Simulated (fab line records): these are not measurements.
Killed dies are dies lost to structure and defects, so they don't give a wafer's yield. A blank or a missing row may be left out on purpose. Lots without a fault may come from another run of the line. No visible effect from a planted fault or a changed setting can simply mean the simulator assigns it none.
fab line records	flow sky130
[record] lots = 14	wafers = 42	last_day = 50
route steps=708 shown CAPM@549 METAL3@564 VIA4@657 PAD_OPEN@708
lots that met no fault: from a run of the same line without faults
start_h: hours from the record's first day to the start of the lot's first wafer shown	wait_h: hours since the lot's step before	" identical to the entry in the row above	L1.1+2: several wafers, shown together as one row	- value missing, or start not given	* or withheld: withheld	< > ~ a bound
route shown NAME@n: a module of which the file shows steps, and the number in the route of the first	usual: mean and standard deviation over wafers with no fault	same: alike in all rows	chamber/n: place in a boat	sites: per-site readings	_std_site: the values' standard deviation	_edge_site: mean of outer sites minus mean of inner sites	radius_mm: how far each site lies from the wafer's centre	mask NAME#n: copy n	behind: the last tool/chamber to shape the wafer	hold: what put the lot on hold/how long, in hours/how the hold closed	device: which transistor (n, p or np) failed to switch	end of line: tests of these same wafers at the route's end	step lacking rows: just its recipe	killed: dies that structure and defects cost at the first sort, which is not the same as the wafer's yield	map: a wafer's dies, x killed, . not, _ none there
set.NAME: the run value of the setting; set.NAME@STEP: its run value at that earlier step	model.NAME: the simulator's own value behind a step, which no gauge read
one table for each step of the route and one row for each wafer, over a sample of lots
services: from which hour (start_h, from the record's first day; less than 0 if before it) a tool's chamber was out of use, for how many hours, and why
[[steps]]
[step SKY_CAPM_OVL_MEAS_12]
[usual] CAPM_OVL = -0.7/1.3
lot.wafer	tool	chamber	start_h	wait_h	CAPM_OVL[nm]
L836.1	overlay-02	-	861.49	0.1	-1.8
L836.4	"	-	"	"	-1.1
L836.6	"	-	"	"	-4.1
L837.1	overlay-01	-	878.27	0.1	-0.6
L837.3	"	-	"	"	-1.2
L837.5	"	-	"	"	-2.8
L838.1	overlay-01	-	889.69	0.1	-1.7
L838.2	"	-	"	"	-1.8
L838.4	"	-	"	"	-2.6
L839.4	overlay-01	-	893.95	0.1	1.3
L839.5	"	-	"	"	0.0
L839.6	"	-	"	"	-1.5
L840.4	overlay-01	-	900.45	0.1	-1.2
L840.5	"	-	"	"	-0.8
L840.6	"	-	"	"	0.1
L841.1	overlay-02	-	915.33	0.1	-0.9
L841.2	"	-	"	"	0.4
L841.6	"	-	"	"	-0.9
L842.3	overlay-01	-	929.50	0.1	-0.4
L842.4	"	-	"	"	-2.8
L842.5	"	-	"	"	1.7
L843.1	overlay-01	-	932.79	0.1	-0.4
L843.3	"	-	"	"	-0.4
L843.5	"	-	"	"	-0.3
L844.1	overlay-01	-	934.17	0.1	-1.8
L844.4	"	-	"	"	-1.6
L844.5	"	-	"	"	-1.1
L852.1	overlay-02	-	993.17	0.1	-2.4
L852.4	"	-	"	"	-2.9
L852.6	"	-	"	"	-2.4
L855.1	overlay-02	-	1010.24	0.1	0.1
L855.4	"	-	"	"	-0.4
L855.5	"	-	"	"	0.7
L856.1	overlay-02	-	1014.72	0.1	-1.8
L856.2	"	-	"	"	-0.7
L856.3	"	-	"	"	-0.8
L857.2	overlay-02	-	1021.74	0.1	1.1
L857.3	"	-	"	"	-0.3
L857.4	"	-	"	"	0.4
L859.1	overlay-01	-	1037.68	0.1	-1.2
L859.4	"	-	"	"	-1.3
L859.6	"	-	"	"	-1.2
[step SKY_METAL3_OVL_MEAS_14]
[usual] METAL3_OVL = -1/6
lot.wafer	tool	chamber	start_h	wait_h	METAL3_OVL[nm]
L836.1	overlay-02	-	889.85	0.1	-2
L836.4	"	-	"	"	-6
L836.6	"	-	"	"	-3
L837.1	overlay-01	-	904.89	0.1	6
L837.3	"	-	"	"	0
L837.5	"	-	"	"	7
L838.1	overlay-01	-	915.80	0.1	-2
L838.2	"	-	"	"	5
L838.4	"	-	"	"	8
L839.4	overlay-01	-	919.07	0.1	3
L839.5	"	-	"	"	-9
L839.6	"	-	"	"	3
L840.4	overlay-01	-	926.47	0.1	-10
L840.5	"	-	"	"	-2
L840.6	"	-	"	"	-6
L841.1	overlay-02	-	940.40	0.1	-6
L841.2	"	-	"	"	4
L841.6	"	-	"	"	13
L842.3	overlay-01	-	954.95	0.1	-12
L842.4	"	-	"	"	4
L842.5	"	-	"	"	-10
L843.1	overlay-01	-	958.14	0.1	-1
L843.3	"	-	"	"	-8
L843.5	"	-	"	"	-3
L844.1	overlay-01	-	959.09	0.1	2
L844.4	"	-	"	"	-5
L844.5	"	-	"	"	-1
L852.1	overlay-02	-	1017.59	0.1	7
L852.4	"	-	"	"	-4
L852.6	"	-	"	"	0
L855.1	overlay-02	-	1033.50	0.1	1
L855.4	"	-	"	"	6
L855.5	"	-	"	"	2
L856.1	overlay-01	-	1038.01	0.1	-9
L856.2	"	-	"	"	2
L856.3	"	-	"	"	-3
L857.2	overlay-01	-	1044.70	0.1	-9
L857.3	"	-	"	"	4
L857.4	"	-	"	"	-3
L859.1	overlay-01	-	1060.79	0.1	4
L859.4	"	-	"	"	-9
L859.6	"	-	"	"	-11
[step SKY_VIA4_CVD_18]
[recipe] material = W	target_thk_nm = 505	time_s = 152.14	temp_c = 400	pressure_torr = 40
[usual] heater_power_w = 888/120	susceptor_temp_C = 400.01/0.21
lot.wafer	tool	chamber	start_h	wait_h	heater_power_w	susceptor_temp_C
L836.1	cvd_w-01	0	993.70	0.0	925	400.19
L836.4	"	0	"	"	946	400.02
L836.6	"	0	"	"	930	400.07
L837.1	cvd_w-02	0	1006.85	0.0	1029	400.21
L837.3	"	0	"	"	1026	400.37
L837.5	"	0	"	"	994	399.87
L838.1	cvd_w-02	0	1017.93	0.0	1075	400.01
L838.2	"	1	"	"	746	399.90
L838.4	"	1	"	"	765	400.01
L839.4	cvd_w-02	0	1021.18	0.1	1030	399.86
L839.5	"	0	"	"	1041	399.98
L839.6	"	1	"	"	766	400.08
L840.4	cvd_w-02	0	1027.85	0.1	1046	399.85
L840.5	"	0	"	"	1020	399.85
L840.6	"	1	"	"	753	400.34
L841.1	cvd_w-02	1	1040.69	0.0	763	399.86
L841.2	"	0	"	"	1026	399.74
L841.6	"	1	"	"	751	399.99
L841.1	cvd_w-02	1	1041.01	0.3	744	399.75
L841.2	"	0	"	"	1027	400.03
L841.6	"	1	"	"	761	399.88
L842.3	cvd_w-02	0	1053.82	0.1	1033	399.75
L842.4	"	1	"	"	746	400.02
L842.5	"	0	"	"	1039	400.04
L842.3	cvd_w-02	0	1054.14	0.3	1023	400.00
L842.4	"	1	"	"	770	400.30
L842.5	"	0	"	"	1014	400.09
L843.1	cvd_w-02	0	1054.85	0.0	1037	400.34
L843.3	"	1	"	"	761	399.56
L843.5	"	0	"	"	1063	400.06
L844.1	cvd_w-02	0	1056.65	0.0	1034	400.07
L844.4	"	1	"	"	758	399.96
L844.5	"	1	"	"	763	400.07
L844.1	cvd_w-02	0	1056.97	0.3	1076	399.91
L844.4	"	1	"	"	766	400.05
L844.5	"	1	"	"	750	400.37
L852.1	cvd_w-02	0	1111.47	0.0	1062	400.29
L852.4	"	0	"	"	1035	399.98
L852.6	"	1	"	"	750	399.99
L855.1	cvd_w-02	1	1120.42	0.0	751	400.00
L855.4	"	1	"	"	740	400.04
L855.5	"	1	"	"	738	400.01
L856.1	cvd_w-02	1	1127.03	0.0	759	400.29
L856.2	"	0	"	"	1059	400.09
L856.3	"	1	"	"	756	399.87
L857.2	cvd_w-02	1	1133.43	0.0	751	399.91
L857.3	"	1	"	"	772	399.94
L857.4	"	0	"	"	1046	400.04
L859.1	cvd_w-01	0	1148.80	0.0	974	399.97
L859.4	"	0	"	"	940	400.03
L859.6	"	1	"	"	810	399.91
[step SKY_VIA4_RS_MEAS_19]
[recipe] thk_meas_gauge = four-point-probe	reads = W_of_VIA4_CVD_18+TiN_of_VIA4_SPUTTER_17
[usual] VIA4_W_RS = 0.2260/0.0021
lot.wafer	tool	chamber	start_h	wait_h	VIA4_W_RS[ohm/sq]
L836.1	film_metro-02	-	993.85	0.1	0.2267
L836.4	"	-	"	"	0.2271
L836.6	"	-	"	"	0.2288
L837.1	film_metro-01	-	1007.00	0.1	0.2255
L837.3	"	-	"	"	0.2299
L837.5	"	-	"	"	0.2269
L838.1	film_metro-01	-	1018.09	0.1	0.2289
L838.2	"	-	"	"	0.2259
L838.4	"	-	"	"	0.2273
L839.4	film_metro-03	-	1021.34	0.1	0.2288
L839.5	"	-	"	"	0.2278
L839.6	"	-	"	"	0.2273
L840.4	film_metro-02	-	1028.01	0.1	0.2285
L840.5	"	-	"	"	0.2263
L840.6	"	-	"	"	0.2262
L841.1	film_metro-01	-	1041.16	0.1	0.1121
L841.2	"	-	"	"	0.1129
L841.6	"	-	"	"	0.1106
L841.1	film_metro-01	-	1041.45	0.3	0.1122
L841.2	"	-	"	"	0.1133
L841.6	"	-	"	"	0.1106
L842.3	film_metro-02	-	1054.28	0.1	0.1123
L842.4	"	-	"	"	0.1112
L842.5	"	-	"	"	0.1121
L842.3	film_metro-02	-	1054.68	0.4	0.1120
L842.4	"	-	"	"	0.1113
L842.5	"	-	"	"	0.1123
L843.1	film_metro-02	-	1055.00	0.1	0.2264
L843.3	"	-	"	"	0.2239
L843.5	"	-	"	"	0.2255
L844.1	film_metro-01	-	1057.12	0.1	0.1133
L844.4	"	-	"	"	0.1118
L844.5	"	-	"	"	0.1119
L844.1	film_metro-01	-	1057.41	0.3	0.1133
L844.4	"	-	"	"	0.1115
L844.5	"	-	"	"	0.1119
L852.1	film_metro-02	-	1111.62	0.1	0.2275
L852.4	"	-	"	"	0.2265
L852.6	"	-	"	"	0.2254
L855.1	film_metro-02	-	1120.72	0.3	0.2259
L855.4	"	-	"	"	0.2262
L855.5	"	-	"	"	0.2265
L856.1	film_metro-02	-	1127.18	0.1	0.2260
L856.2	"	-	"	"	0.2305
L856.3	"	-	"	"	0.2250
L857.2	film_metro-02	-	1133.61	0.1	0.2284
L857.3	"	-	"	"	0.2267
L857.4	"	-	"	"	0.2291
L859.1	film_metro-01	-	1148.95	0.1	0.2290
L859.4	"	-	"	"	0.2257
L859.6	"	-	"	"	0.2251
[step SKY_VIA4_THK_MEAS_20]
[recipe] thk_meas_gauge = xrf	reads = W_of_VIA4_CVD_18
[usual] VIA4_W_THK = 494/5.9
lot.wafer	tool	chamber	start_h	wait_h	VIA4_W_THK[nm]
L836.1	film_metro-02	-	993.97	0.1	491
L836.4	"	-	"	"	489
L836.6	"	-	"	"	488
L837.1	film_metro-01	-	1007.12	0.1	496
L837.3	"	-	"	"	486
L837.5	"	-	"	"	492
L838.1	film_metro-01	-	1018.21	0.1	488
L838.2	"	-	"	"	496
L838.4	"	-	"	"	492
L839.4	film_metro-03	-	1021.43	0.1	489
L839.5	"	-	"	"	495
L839.6	"	-	"	"	494
L840.4	film_metro-02	-	1028.10	0.1	488
L840.5	"	-	"	"	492
L840.6	"	-	"	"	495
L843.1	film_metro-02	-	1055.12	0.1	491
L843.3	"	-	"	"	497
L843.5	"	-	"	"	493
L852.1	film_metro-02	-	1111.74	0.1	492
L852.4	"	-	"	"	493
L852.6	"	-	"	"	497
L855.1	film_metro-02	-	1120.84	0.1	494
L855.4	"	-	"	"	495
L855.5	"	-	"	"	492
L856.1	film_metro-02	-	1127.30	0.1	496
L856.2	"	-	"	"	486
L856.3	"	-	"	"	496
L857.2	film_metro-02	-	1133.72	0.1	482
L857.3	"	-	"	"	488
L857.4	"	-	"	"	483
L859.1	film_metro-01	-	1149.07	0.1	487
L859.4	"	-	"	"	493
L859.6	"	-	"	"	494
[step SKY_PAD_OPEN_PROBE_99]
[usual] defect_limited_yield = 82.2/1.8	killed_at_M0_to_M3 = 43/6.6	killed_at_M4_up = 3.2/1.9	killed_at_contacts = 25/5.3	killed_at_front_end = 16/4.5	killed_at_other = 0.3/0.63	killed_dies = 87/8.9	killed_open = 48/7.9	killed_short = 39/5.3	sort_bin_3_pad_short = 0.8/0.38	sort_bin_5_function = 10.5/1.5	sort_bin_6_memory = 6.4/1.2	sort_n_pass = 405/8.9	sort_yield_pct = 82.2/1.8
[same] gross_dies = 492	killed_at_back_side = 0	sort_bin_4_leakage[%] = 0	sort_bin_8_speed[%] = 0
lot.wafer	tool	chamber	start_h	wait_h	defect_limited_yield[%]	killed_at_M0_to_M3	killed_at_M4_up	killed_at_contacts	killed_at_front_end	killed_at_other	killed_dies	killed_open	killed_short	sort_bin_3_pad_short[%]	sort_bin_5_function[%]	sort_bin_6_memory[%]	sort_n_pass	sort_yield_pct[%]
L852.1	prober-01	-	1172.00	0.1	78.0	59	5	27	17	0	108	58	50	1.4	12.6	7.9	384	78.0
L852.4	prober-01	-	1172.15	0.2	81.7	42	2	28	17	1	90	53	37	1.0	10.6	6.7	402	81.7
L852.6	prober-01	-	1172.25	0.2	82.9	44	6	24	10	0	84	50	34	1.6	10.6	4.9	408	82.9
// killed by level:class
L852.1 VIA1:geometric_particle:open=11 VIA1:geometric_particle:short=9 VIA3:geometric_particle:open=9 LI_CONTACT:geometric_particle:open=8 VIA2:geometric_particle:open=8 CONTACT:geometric_particle:open=7 METAL1:geometric_particle:short=6 POLY_GATE:geometric_particle:open=5
L852.4 VIA1:geometric_particle:open=11 CONTACT:geometric_particle:open=8 VIA2:geometric_particle:open=7 VIA2:geometric_particle:short=6 LI_CONTACT:geometric_particle:open=6 POLY_GATE:geometric_particle:open=5 CONTACT:geometric_particle:short=5 VIA1:geometric_particle:short=5
L852.6 VIA1:geometric_particle:open=15 CONTACT:geometric_particle:open=10 VIA3:geometric_particle:open=9 METAL4:geometric_particle:short=5 LI_CONTACT:geometric_particle:open=5 VIA3:geometric_particle:short=5 LI_CONTACT:geometric_particle:short=4 CONTACT:geometric_particle:short=4
[[services]]
tool	chamber	start_h	hours	kind
cvd_w-01	-	1024.82	7.3	repair
cvd_w-01	-	1066.52	2.0	repair
cvd_w-02	1	1086.47	2.8	repair
cvd_w-02	-	1099.69	0.8	repair
cvd_w-02	-	1113.57	1.3	repair
cvd_w-02	-	1114.86	2.8	pm
cvd_w-02	0	1117.91	8.3	repair
cvd_w-02	-	1143.83	14.6	pm
[[key]]
[first_sign] step = SKY_VIA4_CVD_18	reading = visit	direction = added
[effect] step = SKY_VIA4_RS_MEAS_19	reading = visit	direction = added
[effect] step = SKY_VIA4_RS_MEAS_19	reading = VIA4_W_RS	direction = down	sigmas = 53	usual = 0.2260	struck = 0.1120
met_at SKY_VIA4_CVD_18
struck_lots L841,L842,L844
scrapped_behind SKY_VIA4_RS_MEAS_19 L841.1,L841.2,L841.6,L842.3,L842.4,L842.5,L844.1,L844.4,L844.5
not_acting_at SKY_CAPM_OVL_MEAS_12,SKY_METAL3_OVL_MEAS_14,SKY_VIA4_THK_MEAS_20
[fault] kind = repeated_step_whole	tool = cvd_w-01,cvd_w-02	chamber = -	onset_h = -	steps = SKY_VIA4_CVD_18	times = 1	scope = struck_lots_only
